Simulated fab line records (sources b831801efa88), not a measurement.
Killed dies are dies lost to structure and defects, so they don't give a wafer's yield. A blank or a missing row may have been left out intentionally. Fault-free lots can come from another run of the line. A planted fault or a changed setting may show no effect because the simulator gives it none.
fab line records	flow sky130
[record] lots = 10	wafers = 30	lastDay = 49
route steps=708 shown SPACER@304 POLY_CUT@319 RES_XHIGH@340 SD_N@349
lots with no fault: from the same line, run without faults
startH: hours from the record's opening day to when the first of the lot's shown wafers began	waitH: hours from the lot's prior step to this one	" repeats the value in the row above	L1.1+2: several wafers, shown together as one row	- value missing, or start not given	* or withheld: withheld	< > ~ a bound
route shown NAME@n: NAME is a module with steps in the file, n the number in the route of the first one	usual: mean/standard deviation taken from wafers without a fault	same: alike in all rows	chamber/n: place in a boat	sites: per-site readings	_std_site: standard deviation across them	_edge_site: outer sites' mean less inner sites'	radiusMm: for every site, how far away it sits from the centre of the wafer	mask NAME#n: copy n	behind: the most recent tool/chamber to have shaped the wafer	hold: why the lot went on hold/how many hours it stayed there/how the hold came to an end	device: names the non-switching transistor (n, p or np)	end of line: at the end of the route, the tests of the same wafers	where a step has no rows: the recipe by itself	killed: not the wafer's yield, but the dies lost to structure and defects at the first sort	map: a wafer's dies, marking killed ones x, the rest . and places with no die _
set.NAME: the setting that was run; set.NAME@STEP: the one run at that earlier step	model.NAME: the simulator's own value behind a step, which no gauge read
a sample of lots followed through the steps of the route, with each step as a table and each wafer as a row
services: from which hour (startH, from the record's first day; less than 0 if before it) a tool's chamber was out of use, for how many hours, and why
[[steps]]
[step SKY_SPACER_CVD_00]
[recipe] material = Si3N4	precursor = DCS/NH3	targetThkNm = 43.1	tempC = 770	timeS = 740	pressureMtorr = 250
[usual] spikeTcCentreC = 770.2/1	spikeTcLowerC = 769.8/1	spikeTcTopC = 781.3/1.7	spikeTcUpperC = 769.3/1.1	susceptorTempC = 770.0/0.35
lot.wafer	tool	chamber	startH	waitH	spikeTcCentreC	spikeTcLowerC	spikeTcTopC	spikeTcUpperC	susceptorTempC
L734.3	lpcvd-02	1	519.30	0.0	769.7	770.0	781.0	769.1	770.1
L734.4	"	1	"	"	770.9	770.4	778.8	769.4	770.0
L734.5	"	1	"	"	769.6	769.4	781.6	769.2	769.9
L738.1	lpcvd-02	1	561.42	0.9	774.5	775.8	785.7	773.2	775.2
L738.4	"	1	"	"	774.2	774.8	784.5	773.6	775.1
L738.5	"	1	"	"	774.5	775.7	784.4	775.4	775.1
L748.1	lpcvd-02	1	648.01	1.1	771.5	769.2	779.9	770.2	770.4
L748.2	"	1	"	"	771.3	768.3	778.3	770.8	770.4
L748.4	"	1	"	"	770.5	771.0	780.7	768.4	770.5
L749.2	lpcvd-02	1	657.20	1.3	771.7	769.1	781.3	767.5	769.5
L749.4	"	1	"	"	770.9	769.3	780.2	767.8	769.9
L749.5	"	1	"	"	771.1	770.6	781.7	768.3	769.7
L750.1	lpcvd-02	1	667.54	1.2	768.5	771.1	781.3	769.2	770.4
L750.4	"	1	"	"	770.4	769.5	778.6	770.1	769.9
L750.6	"	1	"	"	770.1	770.2	782.3	769.1	770.0
L752.1	lpcvd-02	1	670.62	0.0	768.9	769.4	779.8	768.3	769.9
L752.5	"	1	"	"	770.7	769.0	780.3	769.9	770.4
L752.6	"	1	"	"	772.0	768.9	779.3	767.7	770.3
L751.1	lpcvd-02	1	676.31	0.0	769.4	771.5	781.0	767.9	769.5
L751.2	"	1	"	"	770.5	770.0	780.4	771.2	770.0
L751.3	"	1	"	"	770.8	768.9	780.9	768.3	770.2
L753.1	lpcvd-02	0	686.83	0.3	771.2	769.2	781.8	769.1	770.1
L753.2	"	0	"	"	770.4	769.6	786.9	770.5	770.3
L753.5	"	0	"	"	770.3	771.2	783.6	768.9	770.6
L754.1	lpcvd-02	1	690.96	0.0	770.5	769.5	779.1	771.7	770.1
L754.3	"	1	"	"	769.9	769.4	780.6	769.4	769.9
L754.4	"	1	"	"	769.7	770.6	780.8	769.2	769.9
L755.2	lpcvd-02	0	697.91	0.0	769.8	769.6	783.1	769.0	770.9
L755.3	"	0	"	"	771.1	769.8	783.7	769.2	770.3
L755.5	"	0	"	"	772.1	769.4	782.0	771.0	770.6
[step SKY_SPACER_THK_MEAS_01]
[recipe] reads = Si3N4_of_SPACER_CVD_00
[usual] SPACER_CVD_00_THK = 43.1/0.4
lot.wafer	tool	chamber	startH	waitH	SPACER_CVD_00_THK[nm]
L734.3	filmMetro-03	-	520.53	0.0	43.3
L734.4	"	-	"	"	42.6
L734.5	"	-	"	"	43.0
L738.1	filmMetro-02	-	562.62	0.0	47.5
L738.4	"	-	"	"	47.4
L738.5	"	-	"	"	47.6
L748.1	filmMetro-04	-	649.82	0.0	43.3
L748.2	"	-	"	"	42.9
L748.4	"	-	"	"	42.9
L749.2	filmMetro-03	-	659.02	0.0	43.4
L749.4	"	-	"	"	43.6
L749.5	"	-	"	"	43.4
L750.1	filmMetro-03	-	668.74	0.0	43.4
L750.4	"	-	"	"	43.4
L750.6	"	-	"	"	43.1
L752.1	filmMetro-02	-	671.83	0.0	43.9
L752.5	"	-	"	"	43.3
L752.6	"	-	"	"	43.7
L751.1	filmMetro-03	-	677.52	0.0	42.3
L751.2	"	-	"	"	42.4
L751.3	"	-	"	"	42.2
L753.1	filmMetro-04	-	688.63	0.0	42.9
L753.2	"	-	"	"	43.1
L753.5	"	-	"	"	43.0
L754.1	filmMetro-04	-	692.17	0.0	42.8
L754.3	"	-	"	"	42.7
L754.4	"	-	"	"	42.8
L755.2	filmMetro-02	-	699.13	0.0	43.1
L755.3	"	-	"	"	42.8
L755.5	"	-	"	"	43.0
[step SKY_SPACER_ETCHBACK_02]
[recipe] chemistry = CH3F/O2	target = Si3N4	stopOn = SiO2	sourceW = 400	biasW = 80	pressureMtorr = 25	ch3fFlowSccm = 40	O2_flow_sccm = 30	timeS = 46.7	targetDepthA = 450
[usual] drypumpMotorCurrentA = 5.9/0.46	oesProductAu = 0.855/0.0064	throttleValvePct = 10.563/0.0092
lot.wafer	tool	chamber	startH	waitH	drypumpMotorCurrentA	oesProductAu	rfHoursCounterH	throttleValvePct
L734.3	rieDiel-04	1	520.57	0.0	5.6	0.863	2	10.537
L734.4	"	2	"	"	5.6	0.849	2	10.559
L734.5	"	2	"	"	5.6	0.852	-	10.557
L738.1	rieDiel-03	0	562.68	0.1	6.0	0.896	3	10.570
L738.4	"	3	"	"	5.5	0.903	0	10.574
L738.5	"	0	"	"	6.0	0.901	-	10.567
L748.1	rieDiel-03	1	649.88	0.1	5.0	0.847	2	10.566
L748.2	"	2	"	"	5.4	0.859	4	10.556
L748.4	"	0	"	"	6.0	0.852	5	10.568
L749.2	rieDiel-02	0	659.07	0.0	6.8	0.856	0	10.560
L749.4	"	2	"	"	5.8	0.854	45	10.551
L749.5	"	0	"	"	6.8	0.868	-	10.572
L750.1	rieDiel-02	3	668.80	0.1	5.9	0.864	35	10.554
L750.4	"	0	"	"	6.7	0.855	1	10.573
L750.6	"	1	"	"	6.3	0.864	-	10.560
L752.1	rieDiel-02	1	671.89	0.1	6.3	0.869	6	10.557
L752.5	"	3	"	"	5.9	0.857	-	10.550
L752.6	"	2	"	"	5.8	0.862	-	10.571
L751.1	rieDiel-03	3	677.58	0.1	5.5	0.840	2	10.574
L751.2	"	2	"	"	5.5	0.841	5	10.558
L751.3	"	0	"	"	6.0	0.838	6	10.555
L753.1	rieDiel-02	0	688.69	0.1	6.7	0.852	1	10.559
L753.2	"	3	"	"	6.0	0.853	35	10.565
L753.5	"	3	"	"	6.0	0.861	-	10.565
L754.1	rieDiel-03	2	692.23	0.1	5.4	0.847	5	10.541
L754.3	"	3	"	"	5.5	0.848	2	10.576
L754.4	"	1	"	"	5.0	0.851	3	10.556
L755.2	rieDiel-02	2	699.18	0.0	5.8	0.851	46	10.567
L755.3	"	0	"	"	6.7	0.849	2	10.560
L755.5	"	0	"	"	6.8	0.862	-	10.553
[step SKY_POLY_CUT_STRIP_12]
[recipe] chemistry = O2/N2	powerW = 1400	pressureMtorr = 1500	platenTempC = withheld	o2FlowSccm = 3000	n2FlowSccm = 300	overashFraction = 0.5
[usual] drypumpMotorCurrentA = 6.0/0.59	oesProductAu = 0.452/0.004	stripTimeToEndpointS = 5.360/0.016
lot.wafer	tool	chamber	startH	waitH	drypumpMotorCurrentA	oesProductAu	rfHoursCounterH	stripTimeToEndpointS
L734.3	plasmaAsher-03	0	551.05	0.1	5.1	0.456	-	5.386
L734.4	"	1	"	"	5.5	0.452	-	5.342
L734.5	"	0	"	"	5.0	0.456	-	5.368
L738.1	plasmaAsher-04	1	592.36	0.0	6.1	0.458	45	5.369
L738.4	"	1	"	"	6.1	0.452	-	5.374
L738.5	"	1	"	"	6.1	0.452	-	5.391
L748.1	plasmaAsher-02	0	678.70	0.0	5.5	0.450	97	5.348
L748.2	"	1	"	"	6.7	0.457	97	5.367
L748.4	"	0	"	"	5.5	0.455	-	5.343
L749.2	plasmaAsher-04	1	687.56	0.0	6.1	0.452	55	5.394
L749.4	"	0	"	"	6.7	0.451	-	5.367
L749.5	"	0	"	"	6.7	0.454	-	5.372
L750.1	plasmaAsher-02	1	696.80	0.0	6.7	0.446	99	5.336
L750.4	"	0	"	"	5.5	0.450	-	5.343
L750.6	"	0	"	"	5.5	0.444	-	5.342
L752.1	plasmaAsher-04	0	699.90	0.0	6.7	0.462	56	5.355
L752.5	"	0	"	"	6.7	0.457	-	5.378
L752.6	"	1	"	"	6.1	0.452	-	5.350
L751.1	plasmaAsher-04	0	705.70	0.0	6.7	0.449	57	5.361
L751.2	"	1	"	"	6.1	0.451	57	5.340
L751.3	"	1	"	"	6.1	0.449	-	5.353
L753.1	plasmaAsher-02	0	715.65	0.0	5.5	0.452	101	5.361
L753.2	"	1	"	"	6.7	0.454	101	5.347
L753.5	"	0	"	"	5.5	0.461	-	5.355
L754.1	plasmaAsher-03	0	719.65	0.0	5.1	0.452	26	5.393
L754.3	"	1	"	"	5.5	0.455	-	5.370
L754.4	"	0	"	"	5.1	0.459	-	5.352
L755.2	plasmaAsher-04	0	727.21	0.0	6.7	0.454	59	5.352
L755.3	"	1	"	"	6.1	0.454	-	5.364
L755.5	"	0	"	"	6.7	0.462	-	5.370
[step SKY_RES_XHIGH_STRIP_08]
[recipe] chemistry = O2/N2	powerW = 1400	pressureMtorr = 1500	platenTempC = withheld	o2FlowSccm = 3000	n2FlowSccm = 300	overashFraction = 0.5
[usual] drypumpMotorCurrentA = 6.0/0.63	oesProductAu = 0.710/0.0048	stripTimeToEndpointS = 14.54/0.046
lot.wafer	tool	chamber	startH	waitH	drypumpMotorCurrentA	oesProductAu	rfHoursCounterH	stripTimeToEndpointS
L734.3	plasmaAsher-01	1	610.66	0.1	5.0	0.711	-	14.62
L734.4	"	0	"	"	5.4	0.716	-	14.57
L734.5	"	1	"	"	5.0	0.709	-	14.58
L738.1	plasmaAsher-02	1	650.22	0.1	6.7	0.710	94	14.57
L738.4	"	1	"	"	6.7	0.708	-	14.57
L738.5	"	0	"	"	5.5	0.715	-	14.60
L748.1	plasmaAsher-04	0	733.90	0.1	6.7	0.703	59	14.46
L748.2	"	1	"	"	6.1	0.711	59	14.51
L748.4	"	0	"	"	6.7	0.720	-	14.47
L749.2	plasmaAsher-04	0	742.22	0.1	6.7	0.709	61	14.56
L749.4	"	0	"	"	6.7	0.716	-	14.53
L749.5	"	0	"	"	6.7	0.706	-	14.51
L750.1	plasmaAsher-02	1	750.23	0.1	6.7	0.711	1	14.52
L750.4	"	1	"	"	6.7	0.707	-	14.51
L750.6	"	0	"	"	5.5	0.701	-	14.50
L752.1	plasmaAsher-02	1	754.05	0.1	6.7	0.716	1	14.48
L752.5	"	0	"	"	5.5	0.709	-	14.48
L752.6	"	1	"	"	6.7	0.707	-	14.45
L751.1	plasmaAsher-04	1	758.50	0.1	6.1	0.705	62	14.50
L751.2	"	0	"	"	6.7	0.715	62	14.56
L751.3	"	0	"	"	6.7	0.715	-	14.52
L753.1	plasmaAsher-01	1	768.52	0.1	5.0	0.715	98	14.67
L753.2	"	0	"	"	5.4	0.714	98	14.60
L753.5	"	1	"	"	5.0	0.702	-	14.59
L754.1	plasmaAsher-04	1	773.28	0.1	6.1	0.705	64	14.55
L754.3	"	1	"	"	6.1	0.708	-	14.48
L754.4	"	0	"	"	6.7	0.710	-	14.45
L755.2	plasmaAsher-04	1	780.48	0.1	6.1	0.708	64	14.56
L755.3	"	1	"	"	6.1	0.711	-	14.54
L755.5	"	0	"	"	6.7	0.710	-	14.58
[step SKY_SD_N_CD_MEAS_07]
[recipe] targetCdNm = 380
[usual] cdNm = 380.7/1.8
lot.wafer	tool	chamber	startH	waitH	cdNm
L734.3	cdSem-02	-	638.56	0.1	376.3
L734.4	"	-	"	"	379.2
L734.5	"	-	"	"	379.2
L738.1	cdSem-02	-	678.12	0.1	381.3
L738.4	"	-	"	"	380.1
L738.5	"	-	"	"	380.6
L748.1	cdSem-02	-	760.57	0.1	379.3
L748.2	"	-	"	"	380.0
L748.4	"	-	"	"	380.1
L749.2	cdSem-02	-	768.63	0.1	380.7
L749.4	"	-	"	"	380.5
L749.5	"	-	"	"	381.7
L750.1	cdSem-01	-	776.45	0.1	383.1
L750.4	"	-	"	"	377.9
L750.6	"	-	"	"	378.2
L752.1	cdSem-01	-	780.42	0.1	381.6
L752.5	"	-	"	"	382.5
L752.6	"	-	"	"	383.7
L751.1	cdSem-01	-	784.75	0.1	378.2
L751.2	"	-	"	"	377.8
L751.3	"	-	"	"	378.9
L753.1	cdSem-02	-	794.82	0.1	381.4
L753.2	"	-	"	"	383.9
L753.5	"	-	"	"	380.9
L754.1	cdSem-01	-	800.00	0.1	381.0
L754.3	"	-	"	"	381.1
L754.4	"	-	"	"	379.0
L755.2	cdSem-02	-	806.47	0.1	380.9
L755.3	"	-	"	"	383.0
L755.5	"	-	"	"	379.5
[[services]]
tool	chamber	startH	hours	kind
rieDiel-04	1	497.68	3.0	repair
rieDiel-02	-	554.31	14.6	pm
rieDiel-04	2	558.03	8.6	repair
rieDiel-03	-	577.24	0.5	repair
lpcvd-02	-	578.63	0.7	repair
rieDiel-04	0	590.64	9.7	repair
lpcvd-02	-	598.02	14.6	pm
rieDiel-04	0	602.89	12.2	repair
rieDiel-04	2	608.61	6.3	repair
rieDiel-03	1	614.17	24.2	repair
plasmaAsher-01	-	617.43	1.3	repair
rieDiel-04	0	619.41	12.0	repair
rieDiel-04	1	627.86	6.0	repair
rieDiel-03	1	639.47	10.1	repair
lpcvd-02	-	643.90	2.8	pm
plasmaAsher-03	-	673.77	28.1	pm
rieDiel-02	-	677.11	2.4	repair
rieDiel-03	0	707.39	6.2	repair
rieDiel-03	3	716.67	3.8	repair
plasmaAsher-02	-	733.75	9.0	pm
rieDiel-03	0	744.74	3.4	repair
rieDiel-03	0	753.20	2.8	repair
rieDiel-03	-	770.86	0.6	repair
lpcvd-02	-	779.53	2.9	repair
[[key]]
[firstSign] step = SKY_SPACER_CVD_00	reading = susceptorTempC	direction = up	sigmas = 15	usual = *	struck = *
[effect] step = SKY_SPACER_CVD_00	reading = spikeTcLowerC	direction = up	sigmas = 5.5	usual = 769.8	struck = 775.4
[effect] step = SKY_SPACER_THK_MEAS_01	reading = SPACER_CVD_00_THK	direction = up	sigmas = 11	usual = 43.1	struck = 47.5
[effect] step = SKY_SPACER_ETCHBACK_02	reading = oesProductAu	direction = up	sigmas = 7	usual = 0.855	struck = 0.900
metAt SKY_SPACER_CVD_00
struckLots L738
struckWafers L738.1,L738.4,L738.5
testerLeftOut L738
notActingAt SKY_POLY_CUT_STRIP_12,SKY_RES_XHIGH_STRIP_08,SKY_SD_N_CD_MEAS_07
onsetBetween 519.30 561.42
[fault] kind = processParameterDrift	tool = lpcvd-02	chamber = 1	onsetH = 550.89	steps = SKY_SPACER_CVD_00	channel = tempC	offset = *	shape = step	endH = 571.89	actsIn = *	stated = *
// testerLeftOut: of these lots the tester's yield and bins aren't shown, on N5 and GAA mostly nor the transistor test; their killed dies are dies lost to structure and defects alone, not to doping, threshold or leakage, so they don't give the yield
